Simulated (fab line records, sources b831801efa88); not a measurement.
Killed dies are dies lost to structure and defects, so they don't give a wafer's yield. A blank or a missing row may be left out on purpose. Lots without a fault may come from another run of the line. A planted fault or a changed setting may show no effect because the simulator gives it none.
Tool commonality check | flow sky130 | 13 lots, 39 wafers sampled

WHY IT WAS OPENED
At SKY_SONOS_ONO_THK_MEAS_05 the reading SONOS_ONO_CVD_04_THK is flagged on 1 of 13 lots. Wafers without a fault read 5.69 nm, standard deviation 0.12.
Rule: a lot is flagged when every wafer of it that has a number lies more than 4 standard deviations from that mean, or none has a number. The other lots count as sound.

lot  | measured     | on            | SONOS_ONO_CVD_04_THK (nm), wafer by wafer | flag
L947 | day 11 10:07 | film_metro-02 | 5.74 5.72 5.57                            |
L948 | day 11 18:02 | film_metro-03 | 5.82 5.83 5.64                            |
L949 | day 12 06:23 | film_metro-02 | 5.43 5.49 5.43                            |
L950 | day 12 11:07 | film_metro-03 | 5.77 5.68 5.90                            |
L951 | day 12 17:23 | film_metro-04 | 5.61 5.53 5.74                            |
L952 | day 13 02:29 | film_metro-03 | 5.78 5.80 5.74                            |
L957 | day 14 17:44 | film_metro-04 | 9.07 9.13 8.93                            | FLAGGED
L964 | day 18 23:14 | film_metro-02 | 5.60 5.74 5.72                            |
L966 | day 18 23:14 | film_metro-03 | 5.70 5.67 5.66                            |
L965 | day 18 23:15 | film_metro-04 | 5.49 5.53 5.64                            |
L967 | day 19 00:29 | film_metro-03 | 5.77 5.74 5.70                            |
L969 | day 19 00:30 | film_metro-04 | 5.84 5.86 5.85                            |
L968 | day 19 00:31 | film_metro-02 | 5.87 5.85 5.89                            |
The numbers of the flagged lots are 9.04 nm on average: +3.35 nm against the usual, or +28 standard deviations.

WHICH TOOL RAN EACH LOT
The record holds 1 process step before the reading, out of a route of 708 steps. In each cell: the tool, then ch and the chambers that the sampled wafers went through, then the start.
lot  | flag    | SKY_SONOS_ONO_CVD_04
L947 |         | lpcvd-03 ch 1, day 11 07:19
L948 |         | lpcvd-03 ch 0, day 11 16:09
L949 |         | lpcvd-03 ch 0, day 12 04:31
L950 |         | lpcvd-03 ch 1, day 12 09:14
L951 |         | lpcvd-03 ch 0, day 12 15:31
L952 |         | lpcvd-03 ch 0, day 13 00:35
L957 | FLAGGED | lpcvd-03 ch 0, day 14 14:55
L964 |         | lpcvd-03 ch 0, day 18 21:59
L966 |         | lpcvd-03 ch 0, day 18 21:59
L965 |         | lpcvd-03 ch 1, day 18 21:59
L967 |         | lpcvd-03 ch 1, day 18 23:14
L969 |         | lpcvd-03 ch 1, day 18 23:14
L968 |         | lpcvd-03 ch 1, day 18 23:14
What these steps do:
- SKY_SONOS_ONO_CVD_04: deposits SiO2 from SiH4/N2O, target thk 5.7199 nm.
- SKY_SONOS_ONO_THK_MEAS_05

FLAGGED OVER TOTAL, TOOL BY TOOL (the gauges that took the reading come last)
step                      | tool          | lots run | flagged | share of the flagged lots | sound lots run after its first flagged lot
SKY_SONOS_ONO_CVD_04      | lpcvd-03      | 13       | 1       | all                       | 6 (L964,L965,L966,L967,L968,L969)
SKY_SONOS_ONO_THK_MEAS_05 | film_metro-02 | 4        | 0       | none                      | -
SKY_SONOS_ONO_THK_MEAS_05 | film_metro-03 | 5        | 0       | none                      | -
SKY_SONOS_ONO_THK_MEAS_05 | film_metro-04 | 4        | 1       | all                       | 2 (L965,L969)

WHAT THE TABLE ALLOWS
2 rows of the table ran every flagged lot: lpcvd-03 at SKY_SONOS_ONO_CVD_04, film_metro-04 at SKY_SONOS_ONO_THK_MEAS_05.
- lpcvd-03 at SKY_SONOS_ONO_CVD_04: 1 of its 13 lots flagged. Sound lots ran on it after the first flagged one (L964, L965, L966, L967, L968, L969), which a lasting fault on the whole tool wouldn't allow. Its own readings lie more than 4 standard deviations out on every wafer of the flagged lots: spike_tc_bottom_C, spike_tc_centre_C, spike_tc_lower_C, spike_tc_top_C, spike_tc_upper_C, susceptor_temp_C, zone_power_bottom_pct, zone_power_centre_pct, zone_power_upper_pct.
- film_metro-04 at SKY_SONOS_ONO_THK_MEAS_05: 1 of its 4 lots flagged. Sound lots ran on it after the first flagged one (L965, L969), which a lasting fault on the whole tool wouldn't allow.
No row of the table ran every flagged lot and no sound lot after the first.

WHAT THE SIMULATOR HAD PUT IN
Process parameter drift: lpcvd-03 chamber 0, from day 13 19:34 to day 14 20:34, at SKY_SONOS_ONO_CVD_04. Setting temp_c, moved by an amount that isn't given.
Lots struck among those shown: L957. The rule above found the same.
